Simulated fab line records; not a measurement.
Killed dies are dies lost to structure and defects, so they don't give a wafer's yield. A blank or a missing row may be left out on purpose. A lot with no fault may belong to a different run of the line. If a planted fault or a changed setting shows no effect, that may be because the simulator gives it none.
What tool caused it? :: flow gf180mcu :: 11 lots, 33 wafers sampled, at 7 steps of a route of 602

== WHAT THE GAUGES SHOWED, per wafer ==
GF_CONTACT_RS_MEAS_25: uses a four-point probe to measure. Usual: for CONTACT_W_RS the level is 0.386 ohm/sq and the standard deviation is 0.0045.
lot: L326
measured: day 16 09:52
on: film-metro-02
CONTACT_W_RS (ohm/sq): 0.389 0.385 0.381
flag: 

lot: L331
measured: day 18 09:42
on: film-metro-01
CONTACT_W_RS (ohm/sq): 0.390 0.387 0.386
flag: 

lot: L332
measured: day 18 17:14
on: film-metro-02
CONTACT_W_RS (ohm/sq): 0.228 0.226 0.226
flag: OFF

lot: L333
measured: day 19 04:03
on: film-metro-02
CONTACT_W_RS (ohm/sq): 0.227 0.225 0.225
flag: OFF

lot: L335
measured: day 19 21:12
on: film-metro-04
CONTACT_W_RS (ohm/sq): 0.385 0.393 0.384
flag: 

lot: L342
measured: day 22 07:57
on: film-metro-04
CONTACT_W_RS (ohm/sq): 0.393 0.395 0.392
flag: 

lot: L343
measured: day 23 00:46
on: film-metro-02
CONTACT_W_RS (ohm/sq): 0.382 0.387 0.383
flag: 

lot: L345
measured: day 23 12:51
on: film-metro-01
CONTACT_W_RS (ohm/sq): 0.391 0.394 0.394
flag: 

lot: L346
measured: day 23 16:50
on: film-metro-02
CONTACT_W_RS (ohm/sq): 0.383 0.389 0.389
flag: 

lot: L348
measured: day 24 10:43
on: film-metro-04
CONTACT_W_RS (ohm/sq): 0.381 0.379 0.390
flag: 

lot: L347
measured: day 24 11:31
on: film-metro-01
CONTACT_W_RS (ohm/sq): 0.387 0.386 0.378
flag: 

GF_CONTACT_THK_MEAS_26: measures by xrf. Usual: for CONTACT_W_THK the level is 294 nm and the standard deviation is 3.8.
lot: L326
measured: day 16 09:59
on: film-metro-02
CONTACT_W_THK (nm): 291 296 297
flag: 

lot: L331
measured: day 18 09:49
on: film-metro-01
CONTACT_W_THK (nm): 292 293 295
flag: 

lot: L332
measured: day 18 17:21
on: film-metro-02
CONTACT_W_THK (nm): 496 504 505
flag: OFF

lot: L333
measured: day 19 04:10
on: film-metro-02
CONTACT_W_THK (nm): 501 504 504
flag: OFF

lot: L335
measured: day 19 21:19
on: film-metro-04
CONTACT_W_THK (nm): 299 292 299
flag: 

lot: L342
measured: day 22 08:04
on: film-metro-04
CONTACT_W_THK (nm): 289 288 289
flag: 

lot: L343
measured: day 23 00:53
on: film-metro-02
CONTACT_W_THK (nm): 297 295 297
flag: 

lot: L345
measured: day 23 12:58
on: film-metro-01
CONTACT_W_THK (nm): 290 288 286
flag: 

lot: L346
measured: day 23 16:57
on: film-metro-02
CONTACT_W_THK (nm): 297 292 292
flag: 

lot: L348
measured: day 24 10:50
on: film-metro-04
CONTACT_W_THK (nm): 295 298 289
flag: 

lot: L347
measured: day 24 11:38
on: film-metro-01
CONTACT_W_THK (nm): 294 293 302
flag: 

GF_M4_CD_MEAS_14 targets a cd of 280 nm. Usual: cd-nm at 279.8 nm, with a standard deviation of 1.4.
lot: L326
measured: day 23 14:08
on: cd-sem-02
cd-nm (nm): 278.0 279.0 280.1
flag: 

lot: L331
measured: day 25 18:03
on: cd-sem-02
cd-nm (nm): 280.6 279.8 280.7
flag: 

lot: L332
measured: day 25 20:10
on: cd-sem-02
cd-nm (nm): 279.9 281.5 281.0
flag: 

lot: L333
measured: day 26 06:26
on: cd-sem-01
cd-nm (nm): 281.4 280.6 281.1
flag: 

lot: L335
measured: day 26 20:52
on: cd-sem-01
cd-nm (nm): 281.4 280.0 281.4
flag: 

lot: L342
measured: day 28 23:44
on: cd-sem-01
cd-nm (nm): 277.7 277.3 277.6
flag: 

lot: L343
measured: day 29 10:52
on: cd-sem-02
cd-nm (nm): 281.3 280.9 281.0
flag: 

lot: L345
measured: day 29 23:39
on: cd-sem-02
cd-nm (nm): 279.0 280.3 279.3
flag: 

lot: L346
measured: day 30 02:12
on: cd-sem-02
cd-nm (nm): 281.5 282.0 282.1
flag: 

lot: L348
measured: day 30 14:47
on: cd-sem-01
cd-nm (nm): 280.1 279.5 279.9
flag: 

lot: L347
measured: day 30 17:17
on: cd-sem-02
cd-nm (nm): 278.2 279.6 278.0
flag: 

== EACH LOT AND THE TOOL THAT RAN IT (in order: tool; ch and the chambers of the sampled wafers; start) ==
lot: L326
GF_CONTACT_CVD_24: cvd-w-02 ch 0,1, day 16 09:46
GF_CONTACT_CMP_27: cmp-02 ch 1,2,3, day 16 10:05
GF_M3_SPUTTER_00: pvd-sputter-04, day 20 13:29
GF_M4_SPUTTER_02: pvd-sputter-02, day 22 15:49

lot: L331
GF_CONTACT_CVD_24: cvd-w-01 ch 0,1, day 18 09:35
GF_CONTACT_CMP_27: cmp-01 ch 0,2,3, day 18 09:55
GF_M3_SPUTTER_00: pvd-sputter-02, day 22 19:48
GF_M4_SPUTTER_02: pvd-sputter-02, day 24 20:59

lot: L332
GF_CONTACT_CVD_24: cvd-w-01 ch 0,1, day 18 17:08
GF_CONTACT_CMP_27: cmp-02 ch 2,3, day 18 17:25
GF_M3_SPUTTER_00: pvd-sputter-04, day 22 23:12
GF_M4_SPUTTER_02: pvd-sputter-02, day 24 22:55

lot: L333
GF_CONTACT_CVD_24: cvd-w-01 ch 0,1, day 19 03:56
GF_CONTACT_CMP_27: cmp-01 ch 0,1,3, day 19 04:13
GF_M3_SPUTTER_00: pvd-sputter-02, day 23 10:07
GF_M4_SPUTTER_02: pvd-sputter-01, day 25 09:32

lot: L335
GF_CONTACT_CVD_24: cvd-w-02 ch 0,1, day 19 21:05
GF_CONTACT_CMP_27: cmp-02 ch 2,3, day 19 21:22
GF_M3_SPUTTER_00: pvd-sputter-02, day 24 02:19
GF_M4_SPUTTER_02: pvd-sputter-01, day 26 00:16

lot: L342
GF_CONTACT_CVD_24: cvd-w-01 ch 0,1, day 22 07:51
GF_CONTACT_CMP_27: cmp-02 ch 1,2,3, day 22 08:08
GF_M3_SPUTTER_00: pvd-sputter-02, day 26 07:04
GF_M4_SPUTTER_02: pvd-sputter-03, day 28 03:53

lot: L343
GF_CONTACT_CVD_24: cvd-w-02 ch 0,1, day 23 00:40
GF_CONTACT_CMP_27: cmp-01 ch 0,1,2, day 23 00:59
GF_M3_SPUTTER_00: pvd-sputter-02, day 26 21:44
GF_M4_SPUTTER_02: pvd-sputter-02, day 28 15:35

lot: L345
GF_CONTACT_CVD_24: cvd-w-01 ch 1, day 23 12:44
GF_CONTACT_CMP_27: cmp-02 ch 0,1,2, day 23 13:07
GF_M3_SPUTTER_00: pvd-sputter-03, day 27 09:43
GF_M4_SPUTTER_02: pvd-sputter-02, day 29 04:30

lot: L346
GF_CONTACT_CVD_24: cvd-w-02 ch 0,1, day 23 16:43
GF_CONTACT_CMP_27: cmp-02 ch 0,2, day 23 17:00
GF_M3_SPUTTER_00: pvd-sputter-02, day 27 12:43
GF_M4_SPUTTER_02: pvd-sputter-03, day 29 07:55

lot: L348
GF_CONTACT_CVD_24: cvd-w-01 ch 0,1, day 24 10:37
GF_CONTACT_CMP_27: cmp-02 ch 0,1,2, day 24 10:53
GF_M3_SPUTTER_00: pvd-sputter-02, day 28 03:27
GF_M4_SPUTTER_02: pvd-sputter-01, day 29 20:43

lot: L347
GF_CONTACT_CVD_24: cvd-w-01 ch 0,1, day 24 11:25
GF_CONTACT_CMP_27: cmp-02 ch 1,2,3, day 24 11:47
GF_M3_SPUTTER_00: pvd-sputter-04, day 28 05:22
GF_M4_SPUTTER_02: pvd-sputter-03, day 29 23:21
- GF_CONTACT_CVD_24: deposits W, target thk 300 nm, time 90.339 s.
- GF_CONTACT_CMP_27: polishes, stops on SiO2, t overpolish 15 s, target thk 0 nm.
- GF_M3_SPUTTER_00: material Ti, target thk 37.5 nm, time 150 s.
- GF_M4_SPUTTER_02: material AlCu, target thk 450 nm, time 23.9 s.

== AS READ BY THE TOOLS THEMSELVES (means over the sampled wafers that have a number; for cases with no such wafer, the mark the record gives instead) ==
GF_CONTACT_CVD_24. Usual: chamber-pressure-Torr 40.00 Torr, standard deviation 0.075; heater-power-outer-w 491 W, standard deviation 23; heater-power-w 807 W, standard deviation 58; susceptor-temp-C 400.02 C, standard deviation 0.24.
lot: L326
tool: cvd-w-02
chamber-pressure-Torr (Torr): 40.03
heater-power-outer-w (W): 511
heater-power-w (W): 864
susceptor-temp-C (C): 400.23
flag: 

lot: L331
tool: cvd-w-01
chamber-pressure-Torr (Torr): 39.97
heater-power-outer-w (W): 467
heater-power-w (W): 740
susceptor-temp-C (C): 399.88
flag: 

lot: L332
tool: cvd-w-01
chamber-pressure-Torr (Torr): 39.98
heater-power-outer-w (W): 657
heater-power-w (W): 1013
susceptor-temp-C (C): 454.15
flag: OFF

lot: L333
tool: cvd-w-01
chamber-pressure-Torr (Torr): 40.02
heater-power-outer-w (W): 673
heater-power-w (W): 1028
susceptor-temp-C (C): 454.43
flag: OFF

lot: L335
tool: cvd-w-02
chamber-pressure-Torr (Torr): 39.99
heater-power-outer-w (W): 520
heater-power-w (W): 872
susceptor-temp-C (C): 399.99
flag: 

lot: L342
tool: cvd-w-01
chamber-pressure-Torr (Torr): 39.98
heater-power-outer-w (W): 467
heater-power-w (W): 748
susceptor-temp-C (C): 399.99
flag: 

lot: L343
tool: cvd-w-02
chamber-pressure-Torr (Torr): 39.97
heater-power-outer-w (W): 499
heater-power-w (W): 845
susceptor-temp-C (C): 399.73
flag: 

lot: L345
tool: cvd-w-01
chamber-pressure-Torr (Torr): 40.01
heater-power-outer-w (W): 490
heater-power-w (W): 773
susceptor-temp-C (C): 400.28
flag: 

lot: L346
tool: cvd-w-02
chamber-pressure-Torr (Torr): 40.00
heater-power-outer-w (W): 508
heater-power-w (W): 872
susceptor-temp-C (C): 399.82
flag: 

lot: L348
tool: cvd-w-01
chamber-pressure-Torr (Torr): 40.07
heater-power-outer-w (W): 474
heater-power-w (W): 757
susceptor-temp-C (C): 399.94
flag: 

lot: L347
tool: cvd-w-01
chamber-pressure-Torr (Torr): 39.97
heater-power-outer-w (W): 480
heater-power-w (W): 755
susceptor-temp-C (C): 400.06
flag: 

GF_CONTACT_CMP_27. Usual: motor-current-A 11.4 A, standard deviation 0.81; retaining-ring-pressure-frac 0.999, standard deviation 0.005; time-to-endpoint-s 70 s, standard deviation 3.5.
lot: L326
tool: cmp-02
motor-current-A (A): 11.0
retaining-ring-pressure-frac: 0.997
time-to-endpoint-s (s): 68
flag: 

lot: L331
tool: cmp-01
motor-current-A (A): 11.9
retaining-ring-pressure-frac: 1.000
time-to-endpoint-s (s): 70
flag: 

lot: L332
tool: cmp-02
motor-current-A (A): 11.5
retaining-ring-pressure-frac: 1.004
time-to-endpoint-s (s): 114
flag: OFF

lot: L333
tool: cmp-01
motor-current-A (A): 11.3
retaining-ring-pressure-frac: 1.003
time-to-endpoint-s (s): 121
flag: OFF

lot: L335
tool: cmp-02
motor-current-A (A): 11.5
retaining-ring-pressure-frac: 0.996
time-to-endpoint-s (s): 70
flag: 

lot: L342
tool: cmp-02
motor-current-A (A): 11.2
retaining-ring-pressure-frac: 1.001
time-to-endpoint-s (s): 69
flag: 

lot: L343
tool: cmp-01
motor-current-A (A): 12.3
retaining-ring-pressure-frac: 0.998
time-to-endpoint-s (s): 72
flag: 

lot: L345
tool: cmp-02
motor-current-A (A): 11.5
retaining-ring-pressure-frac: 1.004
time-to-endpoint-s (s): 69
flag: 

lot: L346
tool: cmp-02
motor-current-A (A): 11.4
retaining-ring-pressure-frac: 0.999
time-to-endpoint-s (s): 70
flag: 

lot: L348
tool: cmp-02
motor-current-A (A): 11.3
retaining-ring-pressure-frac: 0.999
time-to-endpoint-s (s): 71
flag: 

lot: L347
tool: cmp-02
motor-current-A (A): 11.3
retaining-ring-pressure-frac: 0.997
time-to-endpoint-s (s): 72
flag: 

GF_M3_SPUTTER_00. Usual: throttle-valve-pct at 30.3 %, with a standard deviation of 1.2.
lot: L326
tool: pvd-sputter-04
throttle-valve-pct (%): 29.8
flag: 

lot: L331
tool: pvd-sputter-02
throttle-valve-pct (%): 31.0
flag: 

lot: L332
tool: pvd-sputter-04
throttle-valve-pct (%): 29.6
flag: 

lot: L333
tool: pvd-sputter-02
throttle-valve-pct (%): 31.1
flag: 

lot: L335
tool: pvd-sputter-02
throttle-valve-pct (%): 31.6
flag: 

lot: L342
tool: pvd-sputter-02
throttle-valve-pct (%): 30.7
flag: 

lot: L343
tool: pvd-sputter-02
throttle-valve-pct (%): 30.8
flag: 

lot: L345
tool: pvd-sputter-03
throttle-valve-pct (%): 29.3
flag: 

lot: L346
tool: pvd-sputter-02
throttle-valve-pct (%): 31.7
flag: 

lot: L348
tool: pvd-sputter-02
throttle-valve-pct (%): 31.1
flag: 

lot: L347
tool: pvd-sputter-04
throttle-valve-pct (%): 29.1
flag: 

GF_M4_SPUTTER_02. Usual: throttle-valve-pct at 30.3 %, with a standard deviation of 0.92.
lot: L326
tool: pvd-sputter-02
throttle-valve-pct (%): 30.0
flag: 

lot: L331
tool: pvd-sputter-02
throttle-valve-pct (%): 30.4
flag: 

lot: L332
tool: pvd-sputter-02
throttle-valve-pct (%): 30.1
flag: 

lot: L333
tool: pvd-sputter-01
throttle-valve-pct (%): 29.9
flag: 

lot: L335
tool: pvd-sputter-01
throttle-valve-pct (%): 30.1
flag: 

lot: L342
tool: pvd-sputter-03
throttle-valve-pct (%): 29.7
flag: 

lot: L343
tool: pvd-sputter-02
throttle-valve-pct (%): 30.9
flag: 

lot: L345
tool: pvd-sputter-02
throttle-valve-pct (%): 30.8
flag: 

lot: L346
tool: pvd-sputter-03
throttle-valve-pct (%): 29.9
flag: 

lot: L348
tool: pvd-sputter-01
throttle-valve-pct (%): 30.7
flag: 

lot: L347
tool: pvd-sputter-03
throttle-valve-pct (%): 29.4
flag: 

== THE ANSWER, worked out from the rows above alone ==
Rule: lot off if the mean of its wafers having a number is beyond 3 standard deviations from the usual mean. A lot without any number at a reading at which 4 lots or more have one is off too. Where the step has rows for the other lots, those lots are counted as sound. After the gauges, taken in route order, come the tools' own readings; for these a lot's mean is taken, as printed above. At the first step where some lot is off, the reading lying furthest off is the one used; lots without a number count as furthest.
Off: L332, L333, seen at GF_CONTACT_RS_MEAS_25 (CONTACT_W_RS).
If a tool, at a process step before that reading, ran all the lots that are off and no sound lot after the first of them, it fits. Not tried: the gauges at GF_CONTACT_RS_MEAS_25; whatever is off there is also off at GF_CONTACT_CVD_24, on other tools, and gauge error can't account for it. No candidate that was tried fits.

== WHAT WAS PUT IN BY THE SIMULATOR ==
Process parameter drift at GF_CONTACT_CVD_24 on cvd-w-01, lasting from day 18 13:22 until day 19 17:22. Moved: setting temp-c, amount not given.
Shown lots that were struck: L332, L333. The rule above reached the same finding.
